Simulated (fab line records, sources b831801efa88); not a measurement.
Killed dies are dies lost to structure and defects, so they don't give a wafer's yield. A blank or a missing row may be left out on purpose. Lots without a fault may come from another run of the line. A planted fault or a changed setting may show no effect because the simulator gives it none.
Chamber matching | flow sky130 | SKY_FIELD_ISO_CMP_27 on cmp-01: 4 sister chambers
The step polishes, stops on Si3N4, t overpolish 16 s, target thk 457.8 nm. 4 wafers are shown with their chamber, then 9 later ones without.

WAFERS WITH THEIR CHAMBER
wafer  | chamber | time_to_endpoint_s (s)
L083.6 | 1       | 117
L085.1 | 2       | 111
L085.5 | 0       | 110
L085.6 | 3       | 104

WAFERS WITHOUT THEIR CHAMBER
wafer  | time_to_endpoint_s (s)
L088.1 | 108
L088.2 | 115
L088.3 | 105
L092.2 | 113
L092.3 | 102
L092.4 | 108
L094.2 | 106
L094.3 | 105
L094.5 | 106

WHICH CHAMBER EACH WENT THROUGH
wafer  | from the rows above          | in truth
L088.1 | can't be placed: 0 or 2 or 3 | 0
L088.2 | can't be placed: 1 or 2 or 0 | 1
L088.3 | 3                            | 3
L092.2 | can't be placed: 2 or 0 or 1 | 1
L092.3 | 3                            | 3
L092.4 | can't be placed: 0 or 2 or 3 | 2
L094.2 | can't be placed: 3 or 0 or 2 | 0
L094.3 | 3                            | 3
L094.5 | can't be placed: 3 or 0 or 2 | 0
Placed correctly: 3 of 9. Can't be placed from these rows: 6 (the true chamber is among the candidates in 6). Placed wrongly: 0.
How it was worked out, from the rows above alone: a wafer's distance from a chamber is the root of the sum, over the readings, of the square of ((its reading less the chamber's mean) divided by the reading's scatter). The wafer belongs to the nearest chamber; if the next one is less than 2 further off, it can't be placed. A chamber's mean is the mean of its shown wafers. The scatter: with one shown wafer a chamber, the root of the mean of the squares of how far each hidden wafer lies from its nearest shown one.
